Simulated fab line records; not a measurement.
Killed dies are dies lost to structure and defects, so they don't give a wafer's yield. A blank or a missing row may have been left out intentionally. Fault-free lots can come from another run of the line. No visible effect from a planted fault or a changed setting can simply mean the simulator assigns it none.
fab line records	flow sky130
[record] lots = 7	wafers = 21	lastDay = 50
route steps=708 shown PWDE@54 NWELL@56 PAD_OPEN@708
lots that met no fault: from a run of the same line without faults
startH: hours from the record's opening day to when the first of the lot's shown wafers began	waitH: time in hours since the lot's previous step	" repeats the value in the row above	L1.1+2: a row that stands for several wafers	- no value present, or no start provided	* or withheld: withheld	< > ~ a bound
route shown NAME@n: names a module that has steps shown in the file, with the first one's number in the route	usual: the fault-free wafers' mean and standard deviation	same: alike in all rows	chamber/n: place in a boat	sites: the reading at each site	_std_site: the values' standard deviation	_edge_site: outer sites' mean less inner sites'	radiusMm: for every site, how far away it sits from the centre of the wafer	mask NAME#n: copy n	behind: the most recent tool/chamber to have shaped the wafer	hold: what put the lot on hold/how long, in hours/how the hold closed	device: the transistor (n, p or np) that didn't switch	end of line: at the end of the route, the tests of the same wafers	a step with no rows: only its recipe	killed: not the wafer's yield, but the dies lost to structure and defects at the first sort	map: per-die view of a wafer (x killed, . not killed, _ where there is no die)
set.NAME: the run value of the setting; set.NAME@STEP: its run value at that earlier step	model.NAME: the simulator's own value behind a step, which no gauge read
certain route steps with their lots: each step a table, each wafer a row
services: when a tool's chamber went out of use (startH, in hours from the record's first day, below 0 if earlier), for how many hours, and the reason
[[steps]]
[step SKY_PWDE_STRIP_09]
[recipe] chemistry = O2/N2	powerW = 1400	pressureMtorr = 1500	platenTempC = withheld	o2FlowSccm = 3000	n2FlowSccm = 300	overashFraction = 0.5
[usual] drypumpMotorCurrentA = 5.8/0.41	oesProductAu = 0.723/0.0045	stripTimeToEndpointS = 36.93/0.099
lot.wafer	tool	chamber	startH	waitH	drypumpMotorCurrentA	oesProductAu	rfHoursCounterH	stripTimeToEndpointS
L752.1	plasmaAsher-02	1	93.65	0.1	5.4	0.728	40	36.91
L752.4	"	0	"	"	5.1	0.716	-	36.95
L752.6	"	1	"	"	5.3	0.728	-	37.04
L753.2	plasmaAsher-03	0	104.94	0.1	5.3	0.723	42	37.06
L753.3	"	0	"	"	5.3	0.732	-	36.84
L753.6	"	0	"	"	5.3	0.720	-	37.00
L763.2	plasmaAsher-03	1	155.07	0.1	5.9	0.730	4	37.09
L763.3	"	1	"	"	5.9	0.724	-	36.92
L763.5	"	0	"	"	5.3	0.729	-	37.00
L765.1	plasmaAsher-04	0	165.12	0.1	6.1	0.730	35	36.86
L765.3	"	1	"	"	6.2	0.717	-	36.86
L765.6	"	0	"	"	6.1	0.713	-	36.93
L766.1	plasmaAsher-03	0	168.74	0.1	5.3	0.725	5	36.98
L766.2	"	1	"	"	5.9	0.716	5	36.84
L766.5	"	0	"	"	5.3	0.725	-	36.98
L767.2	plasmaAsher-02	0	172.47	0.1	5.1	0.715	48	36.98
L767.3	"	0	"	"	5.1	0.717	-	37.05
L767.4	"	1	"	"	5.4	0.722	-	37.02
L770.2	plasmaAsher-04	1	192.87	0.1	6.1	0.727	38	37.05
L770.4	"	1	"	"	6.2	0.721	-	37.12
L770.6	"	0	"	"	6.1	0.719	-	37.13
[step SKY_PWDE_TW_MEAS_10]
[usual] PWDE_TW = 377/4.8
lot.wafer	tool	chamber	startH	waitH	PWDE_TW
L752.1	filmMetro-01	-	93.75	0.1	382
L752.4	"	-	"	"	384
L752.6	"	-	"	"	380
L753.2	filmMetro-04	-	105.05	0.1	375
L753.3	"	-	"	"	372
L753.6	"	-	"	"	374
L763.2	filmMetro-04	-	155.18	0.1	371
L763.3	"	-	"	"	373
L763.5	"	-	"	"	370
L765.1	filmMetro-02	-	165.22	0.1	377
L765.3	"	-	"	"	377
L765.6	"	-	"	"	377
L766.1	filmMetro-04	-	168.85	0.1	372
L766.2	"	-	"	"	376
L766.5	"	-	"	"	375
L767.2	filmMetro-02	-	172.58	0.1	375
L767.3	"	-	"	"	376
L767.4	"	-	"	"	378
L770.2	filmMetro-04	-	192.98	0.1	373
L770.4	"	-	"	"	373
L770.6	"	-	"	"	374
[step SKY_NWELL_DEHYDRATE_03]
[recipe] tempC = 200	timeS = 60
[step SKY_NWELL_HMDS_04]
[recipe] primeTimeS = 60	primeTempC = 120
[step SKY_NWELL_COAT_05]
[recipe] spinRpm = 2000	resistThkNm = 3000
[step SKY_NWELL_SOFTBAKE_06]
[recipe] tempC = 110	timeS = withheld
[step SKY_NWELL_EXPOSE_07]
[recipe] maskId = NWM	na = 0.6	sourceShape = conventional	sigmaOuter = 0.6	polarization = unpolarized	targetCdNm = 840	doseMj = 255
[step SKY_NWELL_PEB_08]
[recipe] tempC = 115	timeS = withheld
[step SKY_NWELL_DEVELOP_09]
[recipe] wallAngleDeg = 90	developer = TMAH	developTimeS = 60	devTempC = 23
[step SKY_NWELL_OVL_MEAS_10]
[usual] NWELL_00_OVL = -0.5/1.4
lot.wafer	tool	chamber	startH	waitH	NWELL_00_OVL[nm]
L752.1	overlay-02	-	111.09	-	-2.4
L752.4	"	-	"	"	-0.6
L752.6	"	-	"	"	-0.3
L753.2	overlay-01	-	122.29	-	0.7
L753.3	"	-	"	"	1.5
L753.6	"	-	"	"	0.0
L763.2	overlay-02	-	174.36	-	-4.2
L763.3	"	-	"	"	-2.9
L763.5	"	-	"	"	-4.0
L765.1	overlay-01	-	184.60	-	0.7
L765.3	"	-	"	"	0.6
L765.6	"	-	"	"	-1.8
L766.1	overlay-01	-	188.60	-	0.5
L766.2	"	-	"	"	-0.7
L766.5	"	-	"	"	1.4
L767.2	overlay-02	-	193.21	-	-1.1
L767.3	"	-	"	"	-1.4
L767.4	"	-	"	"	-2.3
L770.2	overlay-02	-	214.27	-	0.5
L770.4	"	-	"	"	0.1
L770.6	"	-	"	"	-1.2
[step SKY_NWELL_IMPLANT_11]
[recipe] species = P	energyKev = 400	doseCm2 = 1.922e+13	tiltDeg = withheld
[step SKY_NWELL_IMPLANT_12]
[recipe] species = P	energyKev = 120	doseCm2 = 1.3e+12	tiltDeg = withheld
[step SKY_NWELL_IMPLANT_13]
[recipe] species = P	energyKev = 50	doseCm2 = 7e+11	tiltDeg = withheld
lot.wafer	tool	chamber	startH	waitH
L752.1+4+6	implanter-03	0	111.43	0.1
L752.1+4+6	implanter-03	0	111.74	0.3
L753.2+3+6	implanter-01	0	122.64	0.1
L753.2+3+6	implanter-01	0	122.96	0.3
L763.2+3+5	implanter-01	0	174.71	0.1
L763.2+3+5	implanter-01	0	175.03	0.3
L765.1+3+6	implanter-01	0	184.94	0.1
L766.1+2+5	implanter-02	0	188.94	0.1
L767.2+3+4	implanter-01	0	193.56	0.1
L770.2+4+6	implanter-01	0	214.62	0.1
[step SKY_NWELL_STRIP_14]
[recipe] chemistry = O2/N2	powerW = 1400	pressureMtorr = 1500	platenTempC = withheld	o2FlowSccm = 3000	n2FlowSccm = 300	overashFraction = 0.5
[usual] drypumpMotorCurrentA = 5.5/0.45	oesProductAu = 0.723/0.0044	stripTimeToEndpointS = 36.90/0.086
lot.wafer	tool	chamber	startH	waitH	drypumpMotorCurrentA	oesProductAu	rfHoursCounterH	stripTimeToEndpointS
L752.1	plasmaAsher-01	0	111.89	0.1	5.7	0.716	43	36.87
L752.4	"	0	"	"	5.7	0.729	-	36.92
L752.6	"	1	"	"	4.9	0.725	-	36.84
L753.2	plasmaAsher-01	1	123.08	0.1	4.9	0.717	44	36.99
L753.3	"	0	"	"	5.7	0.727	-	36.97
L753.6	"	0	"	"	5.7	0.726	-	37.07
L763.2	plasmaAsher-01	1	175.15	0.1	4.9	0.722	49	36.98
L763.3	"	1	"	"	4.9	0.719	-	36.85
L763.5	"	0	"	"	5.7	0.719	-	36.89
L765.1	plasmaAsher-04	1	185.09	0.1	6.2	0.720	37	36.91
L765.3	"	0	"	"	6.1	0.722	-	36.94
L765.6	"	1	"	"	6.1	0.716	-	36.92
L766.1	plasmaAsher-01	1	189.09	0.1	4.9	0.725	51	37.00
L766.2	"	0	"	"	5.7	0.725	51	36.96
L766.5	"	1	"	"	4.9	0.726	-	36.94
L767.2	plasmaAsher-02	1	193.69	0.1	5.4	0.725	50	36.76
L767.3	"	1	"	"	5.4	0.720	-	36.89
L767.4	"	0	"	"	5.1	0.729	-	36.87
L770.2	plasmaAsher-04	1	214.75	0.1	6.2	0.716	40	37.04
L770.4	"	1	"	"	6.1	0.728	-	36.92
L770.6	"	1	"	"	6.1	0.723	-	36.82
[step SKY_NWELL_TW_MEAS_15]
[usual] NWELL_TW = 1850/24
lot.wafer	tool	chamber	startH	waitH	NWELL_TW
L752.1	filmMetro-01	-	112.06	0.1	1878
L752.4	"	-	"	"	1879
L752.6	"	-	"	"	1872
L753.2	filmMetro-01	-	123.19	0.1	1879
L753.3	"	-	"	"	1883
L753.6	"	-	"	"	1880
L763.2	filmMetro-01	-	175.31	0.1	1873
L763.3	"	-	"	"	1879
L763.5	"	-	"	"	1875
L765.1	filmMetro-01	-	185.19	0.1	1868
L765.3	"	-	"	"	1862
L765.6	"	-	"	"	1863
L766.1	filmMetro-01	-	189.19	0.1	1874
L766.2	"	-	"	"	1877
L766.5	"	-	"	"	1871
L767.2	filmMetro-04	-	193.80	0.1	1819
L767.3	"	-	"	"	1827
L767.4	"	-	"	"	1835
L770.2	filmMetro-04	-	214.86	0.1	1812
L770.4	"	-	"	"	1829
L770.6	"	-	"	"	1807
[step SKY_NWELL_DEHYDRATE_16]
[recipe] tempC = 200	timeS = 60
[step SKY_NWELL_HMDS_17]
[recipe] primeTimeS = 60	primeTempC = 120
[step SKY_NWELL_COAT_18]
[recipe] spinRpm = 2000	resistThkNm = 3000
[step SKY_NWELL_SOFTBAKE_19]
[recipe] tempC = 110	timeS = withheld
[step SKY_NWELL_EXPOSE_20]
[recipe] maskId = NWM_COMPLEMENT	na = 0.6	sourceShape = conventional	sigmaOuter = 0.6	polarization = unpolarized	targetCdNm = 840	doseMj = 260
[step SKY_NWELL_PEB_21]
[recipe] tempC = 115	timeS = withheld
[step SKY_NWELL_DEVELOP_22]
[recipe] wallAngleDeg = 90	developer = TMAH	developTimeS = 60	devTempC = 23
[step SKY_NWELL_OVL_MEAS_23]
[usual] NWELL_01_OVL = -0.4/1.6
lot.wafer	tool	chamber	startH	waitH	NWELL_01_OVL[nm]
L752.1	overlay-02	-	129.53	-	-0.2
L752.4	"	-	"	"	-2.3
L752.6	"	-	"	"	1.0
L753.2	overlay-02	-	140.92	-	0.7
L753.3	"	-	"	"	-1.0
L753.6	"	-	"	"	-0.5
L763.2	overlay-02	-	194.86	-	1.1
L763.3	"	-	"	"	-1.6
L763.5	"	-	"	"	1.0
L765.1	overlay-01	-	206.35	-	1.9
L765.3	"	-	"	"	0.8
L765.6	"	-	"	"	0.0
L766.1	overlay-01	-	210.70	-	0.3
L766.2	"	-	"	"	-0.7
L766.5	"	-	"	"	0.3
L767.2	overlay-02	-	215.62	-	1.0
L767.3	"	-	"	"	0.0
L767.4	"	-	"	"	-1.0
L770.2	overlay-02	-	237.09	-	-1.2
L770.4	"	-	"	"	-2.1
L770.6	"	-	"	"	-0.4
[step SKY_NWELL_IMPLANT_24]
[recipe] species = B	energyKev = 142.8	doseCm2 = 9.2e+12	tiltDeg = withheld
[step SKY_NWELL_STRIP_25]
[recipe] chemistry = O2/N2	powerW = 1400	pressureMtorr = 1500	platenTempC = withheld	o2FlowSccm = 3000	n2FlowSccm = 300	overashFraction = 0.5
[usual] drypumpMotorCurrentA = 5.7/0.48	oesProductAu = 0.723/0.0048	stripTimeToEndpointS = 36.89/0.11
lot.wafer	tool	chamber	startH	waitH	drypumpMotorCurrentA	oesProductAu	rfHoursCounterH	stripTimeToEndpointS
L752.1	plasmaAsher-02	1	129.72	0.1	5.3	0.724	44	37.03
L752.4	"	1	"	"	5.4	0.715	-	36.90
L752.6	"	1	"	"	5.4	0.721	-	36.98
L753.2	plasmaAsher-01	1	141.10	0.1	5.0	0.718	46	37.09
L753.3	"	0	"	"	5.7	0.728	-	37.13
L753.6	"	1	"	"	4.9	0.718	-	36.99
L763.2	plasmaAsher-04	1	195.04	0.1	6.2	0.722	38	36.87
L763.3	"	0	"	"	6.1	0.726	-	36.90
L763.5	"	1	"	"	6.2	0.726	-	36.98
L765.1	plasmaAsher-01	1	206.54	0.1	5.0	0.725	52	36.97
L765.3	"	1	"	"	4.9	0.715	-	37.00
L765.6	"	1	"	"	5.0	0.724	-	36.93
L766.1	plasmaAsher-01	0	210.89	0.1	5.8	0.726	53	36.95
L766.2	"	1	"	"	5.0	0.722	53	36.94
L766.5	"	1	"	"	4.9	0.729	-	36.97
L767.2	plasmaAsher-04	1	215.80	0.1	6.1	0.720	40	36.76
L767.3	"	0	"	"	6.1	0.723	-	36.71
L767.4	"	1	"	"	6.1	0.722	-	36.85
L770.2	plasmaAsher-04	0	237.27	0.1	6.1	0.715	42	36.78
L770.4	"	0	"	"	6.1	0.725	-	36.69
L770.6	"	1	"	"	6.1	0.725	-	36.70
[step SKY_NWELL_TW_MEAS_26]
[usual] NWELL_2_TW = 502/6
lot.wafer	tool	chamber	startH	waitH	NWELL_2_TW
L752.1	filmMetro-01	-	129.82	0.1	513
L752.4	"	-	"	"	509
L752.6	"	-	"	"	511
L753.2	filmMetro-01	-	141.21	0.1	513
L753.3	"	-	"	"	510
L753.6	"	-	"	"	515
L763.2	filmMetro-01	-	195.15	0.1	505
L763.3	"	-	"	"	513
L763.5	"	-	"	"	512
L765.1	filmMetro-04	-	206.64	0.1	495
L765.3	"	-	"	"	494
L765.6	"	-	"	"	492
L766.1	filmMetro-02	-	210.99	0.1	502
L766.2	"	-	"	"	499
L766.5	"	-	"	"	500
L767.2	filmMetro-02	-	215.91	0.1	504
L767.3	"	-	"	"	503
L767.4	"	-	"	"	500
L770.2	filmMetro-02	-	237.38	0.1	502
L770.4	"	-	"	"	502
L770.6	"	-	"	"	500
[step SKY_NWELL_CLEAN_27]
[recipe] chemistry = SC1/SC2	mix = 1:4:20	tempC = 70	timeS = 150	dry = n2Spin
[step SKY_NWELL_RTA_28]
[recipe] tempC = 1050	timeS = 30	idleTempC = 650	rampUpCPerS = 150	rampDownCPerS = 90	ambient = N2
[usual] lampPowerPct = 25.31/0.051	rampDownCPerS = 90.002/0.018	wafer_temp_C_max = 1055.0/1
lot.wafer	tool	chamber	startH	waitH	lampPowerPct	rampDownCPerS	wafer_temp_C_max
L752.1	rtpAnneal-01	0	129.93	0.0	25.20	90.005	1054.6
L752.4	"	0	"	"	25.30	89.985	1056.6
L752.6	"	0	"	"	25.33	89.977	1054.5
L753.2	rtpAnneal-02	0	141.33	0.0	25.30	90.004	1054.9
L753.3	"	0	"	"	25.28	89.990	1055.1
L753.6	"	0	"	"	25.32	90.008	1055.4
L763.2	rtpAnneal-02	0	195.26	0.0	25.32	89.992	1054.1
L763.3	"	0	"	"	25.44	89.972	1054.6
L763.5	"	0	"	"	25.33	89.971	1054.5
L765.1	rtpAnneal-02	0	206.75	0.0	25.33	89.983	1054.6
L765.3	"	0	"	"	25.27	90.009	1054.7
L765.6	"	0	"	"	25.25	90.021	1053.6
L766.1	rtpAnneal-01	0	211.10	0.0	25.27	90.012	1055.4
L766.2	"	0	"	"	25.25	89.991	1057.8
L766.5	"	0	"	"	25.27	90.012	1055.1
L767.2	rtpAnneal-02	0	216.03	0.0	25.17	89.996	1055.1
L767.3	"	0	"	"	25.36	90.008	1056.7
L767.4	"	0	"	"	25.35	90.021	1053.9
L770.2	rtpAnneal-01	0	237.49	0.0	25.24	90.014	1055.6
L770.4	"	0	"	"	25.45	90.035	1055.2
L770.6	"	0	"	"	25.32	89.964	1054.4
[step SKY_NWELL_RS_MEAS_29]
[recipe] thkMeasGauge = four-point-probe
[usual] NWELL_RS = 621.5/1.6
lot.wafer	tool	chamber	startH	waitH	NWELL_RS[ohm/sq]
L752.1	filmMetro-01	-	130.03	0.1	600.2
L752.4	"	-	"	"	602.5
L752.6	"	-	"	"	601.4
L752.1	filmMetro-01	-	130.39	0.3	600.1
L752.4	"	-	"	"	601.6
L752.6	"	-	"	"	601.1
L753.2	filmMetro-02	-	141.43	0.1	605.6
L753.3	"	-	"	"	605.2
L753.6	"	-	"	"	604.2
L753.2	filmMetro-02	-	141.79	0.3	605.9
L753.3	"	-	"	"	604.1
L753.6	"	-	"	"	605.6
L763.2	filmMetro-04	-	195.37	0.1	600.3
L763.3	"	-	"	"	601.1
L763.5	"	-	"	"	600.6
L763.2	filmMetro-04	-	195.73	0.3	599.6
L763.3	"	-	"	"	600.9
L763.5	"	-	"	"	601.9
L765.1	filmMetro-01	-	206.85	0.1	621.4
L765.3	"	-	"	"	619.4
L765.6	"	-	"	"	622.7
L766.1	filmMetro-01	-	211.20	0.1	620.0
L766.2	"	-	"	"	620.0
L766.5	"	-	"	"	620.4
L767.2	filmMetro-02	-	216.13	0.1	623.0
L767.3	"	-	"	"	622.8
L767.4	"	-	"	"	622.4
L770.2	filmMetro-02	-	237.60	0.1	620.2
L770.4	"	-	"	"	622.4
L770.6	"	-	"	"	621.8
[step SKY_PAD_OPEN_PROBE_99]
[usual] killed_at_M0_to_M3 = 44/7.4	killed_at_M4_up = 3.2/2	killedAtContacts = 24/5.1	killedAtFrontEnd = 15/4.8	killedAtOther = 0.2/0.46	killedDies = 86/10	killedOpen = 47/7.5	killedShort = 39/7
[same] grossDies = 492	killedAtBackSide = 0
lot.wafer	tool	chamber	startH	waitH	killed_at_M0_to_M3	killed_at_M4_up	killedAtContacts	killedAtFrontEnd	killedAtOther	killedDies	killedOpen	killedShort	model.etest.nfet_16v.rOnOhmUm	model.etest.pfet_16v.rOnOhmUm	model.etest.pfetG5v0d10v5.rOnOhmUm	model.etest.tipP.rsOhmSq	model.etest.tip_p_5v.rsOhmSq	model.etest.pfet_01v8.rOnOhmUm	model.etest.pfetG5v0d10v5.driveUaUm	model.etest.pfet_01v8_lvt.driveUaUm
L752.1	prober-02	-	1096.85	0.1	49	0	22	17	0	88	53	35	1.336e+04	1.641e+04	5097	7072	3026	3016	311	152
L752.4	prober-02	-	1097.00	0.2	38	0	17	12	1	68	36	32	1.342e+04	1.682e+04	5202	7159	3060	3038	307.4	150.5
L752.6	prober-02	-	1097.10	0.2	55	3	24	14	0	96	58	38	1.339e+04	1.628e+04	5143	7159	3046	3021	306.7	151.4
L753.2	prober-02	-	1117.75	0.1	48	1	21	28	0	98	49	49	1.327e+04	1.683e+04	5007	7097	2998	3001	320.7	150.6
L753.3	prober-02	-	1117.80	0.2	47	3	31	16	0	97	56	41	1.333e+04	1.687e+04	5079	7053	3031	2987	314	151.1
L753.6	prober-02	-	1117.95	0.2	45	2	12	10	0	69	35	34	1.334e+04	1.677e+04	5081	7093	3012	3014	316	150
L763.2	prober-01	-	1172.63	0.1	46	1	27	12	1	87	50	37	1.316e+04	1.588e+04	5027	6987	3016	2944	314.6	152.4
L763.3	prober-01	-	1172.68	0.2	35	3	23	16	0	77	36	41	1.331e+04	1.589e+04	5160	6981	3024	2961	311.8	150.1
L763.5	prober-01	-	1172.78	0.2	48	8	20	15	0	91	55	36	1.338e+04	1.598e+04	5107	7028	3024	2910	315.2	153.2
L765.1	prober-02	-	1173.44	0.1	33	5	28	14	0	80	42	38	1.421e+04	1.597e+04	4937	6877	2930	2992	328.4	170.7
L765.3	prober-02	-	1173.54	0.2	41	6	27	17	0	91	54	37	1.409e+04	1.586e+04	4849	6888	2918	2982	338.4	171.1
L765.6	prober-02	-	1173.69	0.2	41	3	20	16	0	80	35	45	1.421e+04	1.577e+04	5000	6936	2920	3029	322.4	168.1
L766.1	prober-01	-	1174.72	0.1	60	3	19	19	1	102	53	49	1.41e+04	1.565e+04	4728	6972	2905	2879	345.3	173.1
L766.2	prober-01	-	1174.77	0.1	46	6	17	9	0	78	43	35	1.403e+04	1.569e+04	4720	6965	2914	2952	345.6	173.4
L766.5	prober-01	-	1174.92	0.2	48	2	23	15	1	89	51	38	1.42e+04	1.569e+04	4711	6972	2894	2906	340	173.8
L767.2	prober-02	-	1182.82	0.1	31	3	24	9	0	67	33	34	1.406e+04	1.567e+04	4750	6982	2917	2940	339.8	175.8
L767.3	prober-02	-	1182.87	0.2	34	5	26	18	0	83	41	42	1.412e+04	1.57e+04	4844	6920	2926	2929	336.1	174.8
L767.4	prober-02	-	1182.92	0.2	44	6	21	11	1	83	46	37	1.404e+04	1.568e+04	4811	6967	2913	2980	333.8	175.1
L770.2	prober-01	-	1193.40	0.1	34	1	28	18	0	81	48	33	1.448e+04	1.581e+04	4789	6828	2882	2965	339.7	173.8
L770.4	prober-01	-	1193.50	0.2	59	4	18	20	0	101	57	44	1.446e+04	1.547e+04	4761	6866	2888	2881	341.3	175.8
L770.6	prober-01	-	1193.60	0.2	48	6	19	15	0	88	54	34	1.447e+04	1.568e+04	4782	6837	2899	2920	338.1	174.6
// killed by level:class
L752.1 VIA1:geometricParticle:open=17 CONTACT:geometricParticle:open=7 METAL1:geometricParticle:short=7 LI_CONTACT:geometricParticle:open=6 VIA3:geometricParticle:open=6 CONTACT:geometricParticle:short=6 FIELD_ISO:geometricParticle:open=5 VIA1:geometricParticle:short=4
L752.4 VIA1:geometricParticle:short=8 CONTACT:geometricParticle:open=6 VIA2:geometricParticle:open=6 VIA1:geometricParticle:open=5 VIA3:geometricParticle:open=5 METAL2:geometricParticle:short=4 FIELD_ISO:geometricParticle:open=3 POLY_GATE:geometricParticle:short=3
L752.6 VIA2:geometricParticle:open=14 CONTACT:geometricParticle:open=11 VIA1:geometricParticle:open=9 METAL1:geometricParticle:short=7 VIA3:geometricParticle:open=7 POLY_GATE:geometricParticle:open=6 METAL2:geometricParticle:short=5 LOCAL_INTERCONNECT:geometricParticle:short=4
L753.2 VIA1:geometricParticle:open=13 POLY_GATE:geometricParticle:short=9 CONTACT:geometricParticle:open=8 VIA1:geometricParticle:short=7 FIELD_ISO:geometricParticle:open=6 METAL1:geometricParticle:short=6 METAL2:geometricParticle:short=6 FIELD_ISO:geometricParticle:short=5
L753.3 VIA1:geometricParticle:open=11 LI_CONTACT:geometricParticle:open=9 CONTACT:geometricParticle:open=9 VIA2:geometricParticle:open=8 METAL1:geometricParticle:short=7 VIA3:geometricParticle:open=6 FIELD_ISO:geometricParticle:open=5 FIELD_ISO:geometricParticle:short=5
L753.6 VIA1:geometricParticle:open=12 VIA2:geometricParticle:open=10 FIELD_ISO:geometricParticle:short=6 VIA1:geometricParticle:short=4 METAL2:geometricParticle:short=4 VIA2:geometricParticle:short=4 LOCAL_INTERCONNECT:geometricParticle:short=3 CONTACT:geometricParticle:short=3
L763.2 VIA1:geometricParticle:open=14 LI_CONTACT:geometricParticle:open=9 VIA3:geometricParticle:open=7 CONTACT:geometricParticle:open=6 CONTACT:geometricParticle:short=6 METAL2:geometricParticle:short=5 VIA2:geometricParticle:open=5 LI_CONTACT:geometricParticle:short=4
L763.3 VIA1:geometricParticle:short=7 FIELD_ISO:geometricParticle:open=6 CONTACT:geometricParticle:short=6 CONTACT:geometricParticle:open=6 VIA1:geometricParticle:open=5 METAL1:geometricParticle:short=5 LI_CONTACT:geometricParticle:open=4 METAL2:geometricParticle:short=4
L763.5 VIA1:geometricParticle:open=11 FIELD_ISO:geometricParticle:open=9 VIA2:geometricParticle:open=8 LI_CONTACT:geometricParticle:open=8 VIA3:geometricParticle:open=7 METAL4:geometricParticle:short=6 CONTACT:geometricParticle:open=5 FIELD_ISO:geometricParticle:short=4
L765.1 CONTACT:geometricParticle:open=10 CONTACT:geometricParticle:short=7 POLY_GATE:geometricParticle:open=6 VIA2:geometricParticle:open=6 LI_CONTACT:geometricParticle:open=5 POLY_GATE:geometricParticle:short=4 METAL2:geometricParticle:short=4 VIA1:geometricParticle:open=4
L765.3 CONTACT:geometricParticle:open=10 VIA1:geometricParticle:open=9 VIA3:geometricParticle:open=9 LOCAL_INTERCONNECT:geometricParticle:short=8 POLY_GATE:geometricParticle:short=5 LI_CONTACT:geometricParticle:open=5 METAL4:geometricParticle:short=5 METAL2:geometricParticle:short=5
L765.6 CONTACT:geometricParticle:open=10 VIA2:geometricParticle:open=10 VIA1:geometricParticle:short=7 FIELD_ISO:geometricParticle:short=5 LI_CONTACT:geometricParticle:short=5 POLY_GATE:geometricParticle:short=5 VIA1:geometricParticle:open=5 METAL2:geometricParticle:short=4
L766.1 VIA1:geometricParticle:open=13 CONTACT:geometricParticle:open=10 VIA2:geometricParticle:short=8 VIA2:geometricParticle:open=8 VIA3:geometricParticle:open=7 VIA3:geometricParticle:short=6 FIELD_ISO:geometricParticle:open=5 POLY_GATE:geometricParticle:short=5
L766.2 VIA1:geometricParticle:open=10 METAL2:geometricParticle:short=7 VIA3:geometricParticle:open=6 LI_CONTACT:geometricParticle:open=5 VIA2:geometricParticle:open=5 VIA3:geometricParticle:short=5 FIELD_ISO:geometricParticle:open=4 CONTACT:geometricParticle:open=4
L766.5 VIA1:geometricParticle:open=11 VIA3:geometricParticle:open=9 CONTACT:geometricParticle:open=8 FIELD_ISO:geometricParticle:open=6 LOCAL_INTERCONNECT:geometricParticle:short=6 LI_CONTACT:geometricParticle:open=5 METAL3:geometricParticle:short=5 VIA2:geometricParticle:open=4
L767.2 CONTACT:geometricParticle:open=9 VIA1:geometricParticle:open=6 METAL1:geometricParticle:short=5 LI_CONTACT:geometricParticle:open=4 LOCAL_INTERCONNECT:geometricParticle:short=4 VIA3:geometricParticle:open=4 LI_CONTACT:geometricParticle:short=3 CONTACT:geometricParticle:short=3
L767.3 CONTACT:geometricParticle:open=9 VIA1:geometricParticle:short=9 LI_CONTACT:geometricParticle:open=7 FIELD_ISO:geometricParticle:open=5 CONTACT:geometricParticle:short=5 VIA1:geometricParticle:open=5 METAL2:geometricParticle:short=5 METAL4:geometricParticle:short=5
L767.4 VIA1:geometricParticle:open=10 CONTACT:geometricParticle:open=9 METAL1:geometricParticle:short=9 VIA2:geometricParticle:open=7 VIA3:geometricParticle:open=7 POLY_GATE:geometricParticle:short=5 LI_CONTACT:geometricParticle:open=4 METAL4:geometricParticle:short=4
L770.2 VIA1:geometricParticle:open=14 LI_CONTACT:geometricParticle:open=11 CONTACT:geometricParticle:open=6 METAL2:geometricParticle:short=6 FIELD_ISO:geometricParticle:short=5 FIELD_ISO:geometricParticle:open=5 LOCAL_INTERCONNECT:geometricParticle:short=5 VIA1:geometricParticle:short=5
L770.4 VIA1:geometricParticle:open=15 METAL1:geometricParticle:short=9 POLY_GATE:geometricParticle:short=7 LI_CONTACT:geometricParticle:open=7 CONTACT:geometricParticle:open=6 METAL2:geometricParticle:open=6 METAL2:geometricParticle:short=5 METAL3:geometricParticle:short=5
L770.6 VIA1:geometricParticle:open=15 POLY_GATE:geometricParticle:open=7 CONTACT:geometricParticle:open=6 FIELD_ISO:geometricParticle:open=5 VIA3:geometricParticle:open=5 METAL2:geometricParticle:short=5 METAL1:geometricParticle:short=4 LOCAL_INTERCONNECT:geometricParticle:short=4
[[services]]
tool	chamber	startH	hours	kind
plasmaAsher-01	-	79.77	2.8	pm
plasmaAsher-02	-	98.71	0.9	repair
plasmaAsher-03	-	108.75	9.0	pm
plasmaAsher-03	0	108.75	9.0	ventCycle
plasmaAsher-03	1	108.75	9.0	ventCycle
plasmaAsher-03	-	109.89	1.5	repair
plasmaAsher-03	0	117.75	-	clean
plasmaAsher-03	1	117.75	-	clean
implanter-03	-	123.24	0.8	repair
implanter-02	-	129.46	3.9	pm
rtpAnneal-01	-	134.84	33.5	repair
plasmaAsher-01	-	137.26	1.7	repair
implanter-02	-	151.72	1.5	repair
implanter-01	-	157.04	1.1	repair
implanter-03	-	166.76	5.5	pm
implanter-02	-	169.88	3.6	repair
rtpAnneal-02	-	194.38	0.8	pm
implanter-03	-	234.22	2.3	pm
[[key]]
[firstSign] step = SKY_NWELL_IMPLANT_13	reading = visit	direction = added
[effect] step = SKY_NWELL_RS_MEAS_29	reading = visit	direction = added
[effect] step = SKY_NWELL_RS_MEAS_29	reading = NWELL_RS	direction = down	sigmas = 12	usual = 621.5	struck = 602.4
[modelEffect] step = SKY_PAD_OPEN_PROBE_99	value = etest.nfet_16v.rOnOhmUm	without = 1.405e+04	struck = 1.333e+04
metAt SKY_NWELL_IMPLANT_13
struckWafers L752.1,L752.4,L752.6,L753.2,L753.3,L753.6,L763.2,L763.3,L763.5
testerLeftOut L752,L753,L763
[fault] kind = repeatedStepWhole	tool = implanter-01,implanter-02,implanter-03	chamber = -	onsetH = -	steps = SKY_NWELL_IMPLANT_13	times = 1	scope = struckLotsOnly
// testerLeftOut: of these lots the tester's yield and bins aren't shown, on N5 and GAA mostly nor the transistor test; their killed dies are dies lost to structure and defects alone, not to doping, threshold or leakage, so they don't give the yield
